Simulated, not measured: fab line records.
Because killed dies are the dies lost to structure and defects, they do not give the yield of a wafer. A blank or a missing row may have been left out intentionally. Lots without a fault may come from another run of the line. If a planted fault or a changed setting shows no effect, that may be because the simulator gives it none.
fab line records    flow sky130
record: lots: 5  wafers: 15  last_day: 50
route steps=708 shown VT_ADJUST_HVTP@93 VT_ADJUST_LVTN@97
lots with no fault: from the same line, run without faults
start_h: hours from the record's opening day to when the first of the lot's shown wafers began    wait_h: hours from the lot's prior step to this one    " identical to the entry in the row above    L1.1+2: one row covering several wafers at once    - no value present, or no start provided    * or withheld: withheld    < > ~ a bound
route shown NAME@n: names a module that has steps shown in the file, with the first one's number in the route    usual: mean/standard deviation of fault-free wafers    same: alike in all rows    chamber/n: place in a boat    sites: readings site by site    _std_site: standard deviation of those values    _edge_site: mean of outer sites minus mean of inner sites    radius_mm: for every site, how far away it sits from the centre of the wafer    mask NAME#n: copy n    behind: tool/chamber where the wafer was last shaped    hold: what put the lot on hold/how long, in hours/how the hold closed    device: which transistor (n, p or np) failed to switch    end of line: the same wafers' tests at the end of the route    where a step has no rows: the recipe by itself    killed: the dies lost at the first sort to structure and to defects; this is not the yield of the wafer    map: per-die view of a wafer (x killed, . not killed, _ where there is no die)
set.NAME: the setting the step ran with; set.NAME@STEP: the setting that earlier step ran with    model.NAME: the simulator's own value behind a step, which no gauge read
lots at some steps of the route; a table a step, a row a wafer
services: when a tool's chamber went out of use (start_h, in hours from the record's first day, below 0 if earlier), for how many hours, and the reason
== steps ==
step: SKY_VT_ADJUST_HVTP_OVL_MEAS_08
usual: VT_ADJUST_HVTP_OVL: -0.5/1.4
lot.wafer  tool        chamber  start_h  wait_h  VT_ADJUST_HVTP_OVL[nm]
L075.1     overlay-02  -        127.39   0.1     0.1
L075.5     "           -        "        "       -1.4
L075.6     "           -        "        "       -1.7
L077.1     overlay-02  -        142.44   0.1     -1.0
L077.2     "           -        "        "       -1.0
L077.3     "           -        "        "       0.5
L080.2     overlay-01  -        160.53   0.1     -3.2
L080.3     "           -        "        "       -0.1
L080.5     "           -        "        "       -2.5
L083.1     overlay-02  -        177.54   0.1     -1.6
L083.4     "           -        "        "       -1.5
L083.6     "           -        "        "       -0.1
L097.1     overlay-02  -        273.73   0.1     1.7
L097.3     "           -        "        "       0.0
L097.6     "           -        "        "       0.5
step: SKY_VT_ADJUST_HVTP_IMPLANT_09
recipe: species: As  energy_kev: 150  dose_cm2: 4.3e+12  tilt_deg: withheld
lot.wafer   tool          chamber  start_h  wait_h
L075.1+5+6  implanter-03  0        127.43   0.0
L077.1+2+3  implanter-02  0        142.48   0.0
L080.2+3+5  implanter-03  0        160.59   0.0
L083.1+4+6  implanter-01  0        177.58   0.0
L097.1+3+6  implanter-03  0        273.76   0.0
step: SKY_VT_ADJUST_HVTP_STRIP_10
recipe: chemistry: O2/N2  power_w: 1400  pressure_mtorr: 1500  platen_temp_c: withheld  o2_flow_sccm: 3000  n2_flow_sccm: 300  overash_fraction: 0.5
usual: drypump_motor_current_A: 5.52/0.19  oes_product_au: 0.716/0.0044  strip_time_to_endpoint_s: 14.17/0.036
lot.wafer  tool             chamber  start_h  wait_h  drypump_motor_current_A  oes_product_au  rf_hours_counter_h  strip_time_to_endpoint_s
L075.1     plasma_asher-03  1        127.58   0.1     5.71                     0.714           42                  14.15
L075.5     "                1        "        "       5.74                     0.718           -                   14.14
L075.6     "                0        "        "       5.57                     0.707           -                   14.17
L077.1     plasma_asher-02  1        142.63   0.1     5.71                     0.718           48                  14.18
L077.2     "                0        "        "       5.32                     0.720           48                  14.14
L077.3     "                0        "        "       5.28                     0.705           -                   14.19
L080.2     plasma_asher-02  0        160.71   0.1     5.31                     0.715           49                  14.16
L080.3     "                1        "        "       5.67                     0.718           -                   14.18
L080.5     "                0        "        "       5.33                     0.720           -                   14.19
L083.1     plasma_asher-02  1        177.73   0.1     5.72                     0.713           51                  14.18
L083.4     "                1        "        "       5.69                     0.716           -                   14.14
L083.6     "                1        "        "       5.70                     0.718           -                   14.08
L097.1     plasma_asher-03  1        273.91   0.1     5.74                     0.709           57                  14.17
L097.3     "                0        "        "       5.58                     0.706           -                   14.13
L097.6     "                1        "        "       5.75                     0.711           -                   14.17
step: SKY_VT_ADJUST_HVTP_TW_MEAS_11
usual: VT_ADJUST_HVTP_TW: 1358/18
lot.wafer  tool           chamber  start_h  wait_h  VT_ADJUST_HVTP_TW
L075.1     film_metro-04  -        127.68   0.1     1349
L075.5     "              -        "        "       1343
L075.6     "              -        "        "       1339
L077.1     film_metro-01  -        142.73   0.1     1377
L077.2     "              -        "        "       1374
L077.3     "              -        "        "       1377
L080.2     film_metro-02  -        160.82   0.1     1333
L080.3     "              -        "        "       1342
L080.5     "              -        "        "       1348
L083.1     film_metro-04  -        177.83   0.1     1330
L083.4     "              -        "        "       1324
L083.6     "              -        "        "       1334
L097.1     film_metro-01  -        274.01   0.1     1375
L097.3     "              -        "        "       1367
L097.6     "              -        "        "       1370
step: SKY_VT_ADJUST_LVTN_DEHYDRATE_00
recipe: temp_c: 200  time_s: 60
lot.wafer   tool            chamber  start_h  wait_h
L075.1+5+6  litho_track-03  0        136.94   9.2
L077.1+2+3  litho_track-03  0        151.63   8.9
L080.2+3+5  litho_track-03  0        170.06   9.2
L083.1+4+6  litho_track-01  0        187.32   9.5
L097.1+3+6  litho_track-01  0        285.47   11.4
step: SKY_VT_ADJUST_LVTN_HMDS_01
recipe: prime_time_s: 60  prime_temp_c: 120
lot.wafer   tool            chamber  start_h  wait_h
L075.1+5+6  litho_track-03  0        137.09   0.1
L077.1+2+3  litho_track-03  0        151.78   0.1
L080.2+3+5  litho_track-03  0        170.21   0.1
L083.1+4+6  litho_track-01  0        187.47   0.1
L097.1+3+6  litho_track-01  0        285.62   0.1
step: SKY_VT_ADJUST_LVTN_COAT_02
recipe: spin_rpm: 2000  resist_thk_nm: 3000
lot.wafer   tool            chamber  start_h  wait_h
L075.1+5+6  litho_track-03  0        137.24   0.1
L077.1+2+3  litho_track-03  0        151.93   0.1
L080.2+3+5  litho_track-03  0        170.36   0.1
L083.1+4+6  litho_track-01  0        187.62   0.1
L097.1+3+6  litho_track-01  0        285.77   0.1
step: SKY_VT_ADJUST_LVTN_SOFTBAKE_03
recipe: temp_c: 110  time_s: withheld
lot.wafer   tool            chamber  start_h  wait_h
L075.1+5+6  litho_track-03  0        137.39   0.1
L077.1+2+3  litho_track-03  0        152.08   0.1
L080.2+3+5  litho_track-03  0        170.52   0.1
L083.1+4+6  litho_track-01  0        187.77   0.1
L097.1+3+6  litho_track-01  0        285.92   0.1
step: SKY_VT_ADJUST_LVTN_EXPOSE_04
recipe: mask_id: NWM_COMPLEMENT_LESS_NATIVE  na: 0.6  source_shape: conventional  sigma_outer: 0.6  polarization: unpolarized  target_cd_nm: 840  dose_mj: 194
same: sigma_outer: 0.6
lot.wafer   tool              chamber  start_h  wait_h  mask
L075.1+5+6  iline_stepper-01  0        -        -       NWM_COMPLEMENT_LESS_NATIVE#0
L077.1+2+3  iline_stepper-01  0        -        -       NWM_COMPLEMENT_LESS_NATIVE#0
L080.2+3+5  iline_stepper-02  0        -        -       NWM_COMPLEMENT_LESS_NATIVE#0
L083.1+4+6  iline_stepper-01  0        -        -       NWM_COMPLEMENT_LESS_NATIVE#0
L097.1+3+6  iline_stepper-01  0        -        -       NWM_COMPLEMENT_LESS_NATIVE#0
step: SKY_VT_ADJUST_LVTN_PEB_05
recipe: temp_c: 115  time_s: withheld
lot.wafer   tool            chamber  start_h  wait_h
L075.1+5+6  litho_track-03  0        -        -
L077.1+2+3  litho_track-02  0        -        -
L080.2+3+5  litho_track-03  0        -        -
L083.1+4+6  litho_track-02  0        -        -
L097.1+3+6  litho_track-03  0        -        -
step: SKY_VT_ADJUST_LVTN_DEVELOP_06
recipe: wall_angle_deg: 90  developer: TMAH  develop_time_s: 60  dev_temp_c: 23
same: develop_time_s: 60
lot.wafer   tool            chamber  start_h  wait_h
L075.1+5+6  litho_track-03  0        -        -
L077.1+2+3  litho_track-02  0        -        -
L080.2+3+5  litho_track-03  0        -        -
L083.1+4+6  litho_track-02  0        -        -
L097.1+3+6  litho_track-03  0        -        -
step: SKY_VT_ADJUST_LVTN_OVL_MEAS_07
usual: VT_ADJUST_LVTN_OVL: 2.0/1.4
lot.wafer  tool        chamber  start_h  wait_h  VT_ADJUST_LVTN_OVL[nm]
L075.1     overlay-02  -        147.03   -       4.8
L075.5     "           -        "        "       3.2
L075.6     "           -        "        "       3.1
L077.1     overlay-01  -        161.67   -       1.4
L077.2     "           -        "        "       -1.0
L077.3     "           -        "        "       0.8
L080.2     overlay-01  -        181.39   -       0.8
L080.3     "           -        "        "       1.1
L080.5     "           -        "        "       2.2
L083.1     overlay-01  -        198.52   -       3.4
L083.4     "           -        "        "       5.5
L083.6     "           -        "        "       3.8
L097.1     overlay-01  -        299.53   -       1.7
L097.3     "           -        "        "       1.7
L097.6     "           -        "        "       0.4
step: SKY_VT_ADJUST_LVTN_IMPLANT_08
recipe: species: B  energy_kev: 30  dose_cm2: 1.57e+12  tilt_deg: withheld
lot.wafer   tool          chamber  start_h  wait_h
L075.1+5+6  implanter-04  0        147.07   0.0
L077.1+2+3  implanter-04  0        161.71   0.0
L080.2+3+5  implanter-02  0        181.45   0.0
L083.1+4+6  implanter-02  0        198.56   0.0
L097.1+3+6  implanter-01  0        299.57   0.0
step: SKY_VT_ADJUST_LVTN_STRIP_09
recipe: chemistry: O2/N2  power_w: 1400  pressure_mtorr: 1500  platen_temp_c: withheld  o2_flow_sccm: 3000  n2_flow_sccm: 300  overash_fraction: 0.5
usual: drypump_motor_current_A: 5.7/0.5  oes_product_au: 0.722/0.0048  strip_time_to_endpoint_s: 36.91/0.1
lot.wafer  tool             chamber  start_h  wait_h  drypump_motor_current_A  oes_product_au  rf_hours_counter_h  strip_time_to_endpoint_s
L075.1     plasma_asher-01  1        147.22   0.1     6.6                      0.718           32                  36.84
L075.5     "                1        "        "       6.5                      0.722           -                   36.89
L075.6     "                0        "        "       6.4                      0.728           -                   36.80
L077.1     plasma_asher-04  0        161.86   0.1     5.6                      0.720           5                   36.98
L077.2     "                1        "        "       5.2                      0.727           5                   36.88
L077.3     "                1        "        "       5.2                      0.722           -                   36.88
L080.2     plasma_asher-04  1        181.57   0.1     5.2                      0.723           7                   37.04
L080.3     "                0        "        "       5.6                      0.723           -                   37.00
L080.5     "                1        "        "       5.2                      0.732           -                   36.90
L083.1     plasma_asher-04  0        198.71   0.1     5.5                      0.724           8                   36.81
L083.4     "                0        "        "       5.5                      0.719           -                   36.71
L083.6     "                0        "        "       5.6                      0.721           -                   36.88
L097.1     plasma_asher-04  0        299.72   0.1     5.6                      0.720           18                  36.94
L097.3     "                0        "        "       5.6                      0.718           -                   37.03
L097.6     "                0        "        "       5.5                      0.718           -                   37.09
step: SKY_VT_ADJUST_LVTN_TW_MEAS_10
usual: VT_ADJUST_LVTN_TW: 241.3/2.3
lot.wafer  tool           chamber  start_h  wait_h  VT_ADJUST_LVTN_TW
L075.1     film_metro-03  -        147.32   0.1     241.6
L075.5     "              -        "        "       242.2
L075.6     "              -        "        "       241.9
L077.1     film_metro-01  -        161.96   0.1     245.2
L077.2     "              -        "        "       243.8
L077.3     "              -        "        "       245.1
L080.2     film_metro-03  -        181.68   0.1     241.7
L080.3     "              -        "        "       240.7
L080.5     "              -        "        "       241.0
L083.1     film_metro-02  -        198.81   0.1     240.0
L083.4     "              -        "        "       238.9
L083.6     "              -        "        "       238.5
L097.1     film_metro-03  -        299.82   0.1     240.7
L097.3     "              -        "        "       241.2
L097.6     "              -        "        "       242.0
step: SKY_VT_ADJUST_LVTN_DEHYDRATE_11
recipe: temp_c: 200  time_s: 60
lot.wafer   tool            chamber  start_h  wait_h
L075.1+5+6  litho_track-03  0        156.08   8.8
L077.1+2+3  litho_track-03  0        171.28   9.3
L080.2+3+5  litho_track-02  0        192.10   10.4
L083.1+4+6  litho_track-02  0        208.52   9.7
L097.1+3+6  litho_track-01  0        312.37   12.5
step: SKY_VT_ADJUST_LVTN_HMDS_12
recipe: prime_time_s: 60  prime_temp_c: 120
lot.wafer   tool            chamber  start_h  wait_h
L075.1+5+6  litho_track-03  0        156.23   0.1
L077.1+2+3  litho_track-03  0        171.43   0.1
L080.2+3+5  litho_track-02  0        192.25   0.1
L083.1+4+6  litho_track-02  0        208.67   0.1
L097.1+3+6  litho_track-01  0        312.52   0.1
step: SKY_VT_ADJUST_LVTN_COAT_13
recipe: resist: NOVOLAK  spin_rpm: 3000  resist_thk_nm: 1140
lot.wafer   tool            chamber  start_h  wait_h
L075.1+5+6  litho_track-03  0        156.38   0.1
L077.1+2+3  litho_track-03  0        171.58   0.1
L080.2+3+5  litho_track-02  0        192.40   0.1
L083.1+4+6  litho_track-02  0        208.82   0.1
L097.1+3+6  litho_track-01  0        312.67   0.1
step: SKY_VT_ADJUST_LVTN_SOFTBAKE_14
recipe: temp_c: 90  time_s: 60  resist: NOVOLAK
lot.wafer   tool            chamber  start_h  wait_h
L075.1+5+6  litho_track-03  0        156.53   0.1
L077.1+2+3  litho_track-03  0        171.73   0.1
L080.2+3+5  litho_track-02  0        192.55   0.1
L083.1+4+6  litho_track-02  0        208.97   0.1
L097.1+3+6  litho_track-01  0        312.82   0.1
== services ==
tool              chamber  start_h  hours  kind
plasma_asher-03   -        106.84   2.8    pm
plasma_asher-04   -        108.75   9.0    pm
plasma_asher-04   0        108.75   9.0    vent_cycle
plasma_asher-04   1        108.75   9.0    vent_cycle
plasma_asher-03   -        111.70   3.8    repair
implanter-01      -        113.01   12.7   pm
plasma_asher-04   0        117.75   -      clean
plasma_asher-04   1        117.75   -      clean
plasma_asher-01   -        132.14   14.6   pm
implanter-01      -        136.42   1.6    repair
implanter-01      -        149.17   2.3    pm
implanter-02      -        164.02   9.3    repair
plasma_asher-02   -        179.01   2.8    pm
plasma_asher-01   -        190.71   1.3    repair
iline_stepper-01  -        196.23   1.7    pm
iline_stepper-02  -        197.90   1.7    pm
plasma_asher-02   -        231.53   0.8    repair
implanter-04      -        234.45   1.7    repair
iline_stepper-01  -        245.36   3.2    repair
litho_track-01    -        263.11   -      consumable_replace:filter
plasma_asher-04   -        264.16   5.2    repair
implanter-01      -        289.80   2.5    pm
iline_stepper-01  0        303.54   -      calibration
litho_track-03    -        311.00   -      consumable_replace:filter
== key ==
fault none
